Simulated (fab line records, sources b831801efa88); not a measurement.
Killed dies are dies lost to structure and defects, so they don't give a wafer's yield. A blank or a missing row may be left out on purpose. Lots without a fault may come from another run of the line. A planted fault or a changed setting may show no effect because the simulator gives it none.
Which tool did it? | flow gf180mcu | 12 lots, 36 wafers sampled, at 4 steps of a route of 602

WHAT THE GAUGES READ, wafer by wafer
GF_M2_OVL_MEAS_15. Usual: M2_OVL 4 nm, standard deviation 4.6.
lot  | measured     | on         | M2_OVL (nm) | flag
L927 | day 19 07:43 | overlay-02 | 4 4 0       |
L929 | day 20 11:00 | overlay-01 | 5 4 5       |
L931 | day 21 01:56 | overlay-01 | 20 10 3     |
L933 | day 21 22:09 | overlay-02 | -1 -1 0     |
L934 | day 22 03:11 | overlay-02 | 1 2 2       |
L938 | day 23 22:22 | overlay-01 | -4 -4 -5    |
L939 | day 24 05:35 | overlay-01 | 11 12 13    |
L940 | day 24 16:19 | overlay-02 | -1 -3 -5    |
L941 | day 24 18:04 | overlay-01 | 8 7 4       |
L942 | day 25 06:16 | overlay-01 | 1 -1 4      |
L943 | day 25 15:32 | overlay-02 | 5 3 3       |
L949 | day 27 03:29 | overlay-02 | 8 3 4       |

GF_V2_CD_MEAS_14: target cd 260 nm. Usual: cd_nm 260.2 nm, standard deviation 1.3.
lot  | measured     | on        | cd_nm (nm)        | flag
L927 | day 20 09:16 | cd_sem-02 | 258.7 260.2 258.0 |
L929 | day 21 11:58 | cd_sem-02 | 259.2 259.6 260.1 |
L931 | day 22 03:15 | cd_sem-01 | 260.5 260.2 260.5 |
L933 | day 22 22:43 | cd_sem-02 | 259.4 260.1 260.6 |
L934 | day 23 03:05 | cd_sem-02 | 260.9 259.8 261.8 |
L938 | day 24 20:40 | cd_sem-02 | 261.5 261.4 260.4 |
L939 | day 25 04:59 | cd_sem-02 | 259.4 259.0 257.7 |
L940 | day 25 15:45 | cd_sem-02 | 259.8 258.7 257.8 |
L941 | day 25 17:23 | cd_sem-02 | 260.5 260.8 261.7 |
L942 | day 26 04:33 | cd_sem-02 | 265.2 264.7 265.0 | OFF
L943 | day 26 14:01 | cd_sem-02 | 266.3 264.9 265.8 | OFF
L949 | day 28 00:39 | cd_sem-01 | 258.2 259.7 258.2 |

WHICH TOOL RAN EACH LOT (tool, then ch and the chambers of the sampled wafers, then the start)
lot  | GF_M2_SPUTTER_01             | GF_V2_SOFTBAKE_10
L927 | pvd_sputter-02, day 18 06:56 | litho_track-04 ch 0, day 19 21:00
L929 | pvd_sputter-02, day 19 10:49 | litho_track-03 ch 0, day 21 00:00
L931 | pvd_sputter-01, day 20 01:34 | litho_track-01 ch 0, day 21 15:00
L933 | pvd_sputter-02, day 20 22:59 | litho_track-03 ch 0, day 22 10:00
L934 | pvd_sputter-01, day 21 03:49 | litho_track-03 ch 0, day 22 15:00
L938 | pvd_sputter-01, day 23 00:13 | litho_track-01 ch 0, day 24 10:00
L939 | pvd_sputter-02, day 23 07:02 | litho_track-04 ch 0, day 24 18:00
L940 | pvd_sputter-04, day 23 18:55 | litho_track-03 ch 0, day 25 04:00
L941 | pvd_sputter-04, day 23 19:52 | litho_track-03 ch 0, day 25 06:00
L942 | pvd_sputter-02, day 24 08:41 | litho_track-01 ch 0, day 25 18:00
L943 | pvd_sputter-04, day 24 17:22 | litho_track-01 ch 0, day 26 03:00
L949 | pvd_sputter-01, day 26 06:34 | litho_track-04 ch 0, day 27 15:00
- GF_M2_SPUTTER_01: material TiN, target thk 30 nm, time 25 s.
- GF_V2_SOFTBAKE_10: time 60 s.

WHAT THE TOOLS THEMSELVES READ (means of the sampled wafers that have a number; where no wafer has one, the mark that the record gives instead)
GF_M2_SPUTTER_01. Usual: cathode_dc_power_W 6500.2 W, standard deviation 1.2; throttle_valve_pct 30.0 %, standard deviation 1.1.
lot  | tool           | cathode_dc_power_W (W) | throttle_valve_pct (%) | flag
L927 | pvd_sputter-02 | 6499.8                 | 30.5                   |
L929 | pvd_sputter-02 | 6499.5                 | 31.1                   |
L931 | pvd_sputter-01 | 6500.3                 | 28.6                   |
L933 | pvd_sputter-02 | 6500.5                 | 30.6                   |
L934 | pvd_sputter-01 | 6500.2                 | 28.9                   |
L938 | pvd_sputter-01 | 6500.6                 | 29.8                   |
L939 | pvd_sputter-02 | 6500.6                 | 30.8                   |
L940 | pvd_sputter-04 | 6499.8                 | 29.7                   |
L941 | pvd_sputter-04 | 6499.8                 | 29.9                   |
L942 | pvd_sputter-02 | 6500.3                 | 30.2                   |
L943 | pvd_sputter-04 | 6500.8                 | 30.5                   |
L949 | pvd_sputter-01 | 6500.7                 | 29.6                   |

GF_V2_SOFTBAKE_10. Usual: run_length_s 89.17 s, standard deviation 0.26.
lot  | tool           | run_length_s (s) | flag
L927 | litho_track-04 | 88.76            |
L929 | litho_track-03 | 89.43            |
L931 | litho_track-01 | 89.33            |
L933 | litho_track-03 | 89.42            |
L934 | litho_track-03 | 89.34            |
L938 | litho_track-01 | 89.20            |
L939 | litho_track-04 | 88.79            |
L940 | litho_track-03 | 89.29            |
L941 | litho_track-03 | 89.32            |
L942 | litho_track-01 | 125.20           | OFF
L943 | litho_track-01 | 125.28           | OFF
L949 | litho_track-04 | 88.80            |

THE ANSWER, worked out from the rows above alone
Rule: a lot is off if the mean of its wafers that have a number lies more than 3 standard deviations from the usual mean. A lot without any number at a reading at which 4 lots or more have one is off too. The other lots that the step has rows for count as sound. The gauges are gone through in route order, then the tools' own readings, and for those a lot's mean is taken as printed above. The first step at which some lot is off is used, and at that step the reading that is off furthest; a lot without a number counts as furthest.
Off: L942, L943, at GF_V2_CD_MEAS_14 (cd_nm).
A tool fits if, at a process step before that reading, it ran every lot that is off, and no sound lot after the first of them. The gauges at GF_V2_CD_MEAS_14 aren't tried: what is off there is off at GF_V2_SOFTBAKE_10 too, on other tools, and a gauge's error can't cause that. One fits: litho_track-01 at GF_V2_SOFTBAKE_10. Its last sound lot is L938 (day 24 10:00), its first lot that is off L942 (day 25 18:00): a fault that began between those two fits.
The tool's own readings at GF_V2_SOFTBAKE_10 bear it out: on the lots that are off they differ by more than 5 times the standard deviation of the sound lots' means. run_length_s reads 125.24 s there against 89.17 s on the sound lots.

WHAT THE SIMULATOR HAD PUT IN
Process parameter drift: litho_track-01, from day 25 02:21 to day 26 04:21, at GF_V2_SOFTBAKE_10. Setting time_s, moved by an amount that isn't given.
Lots struck among those shown: L942, L943. The rule above found the same.
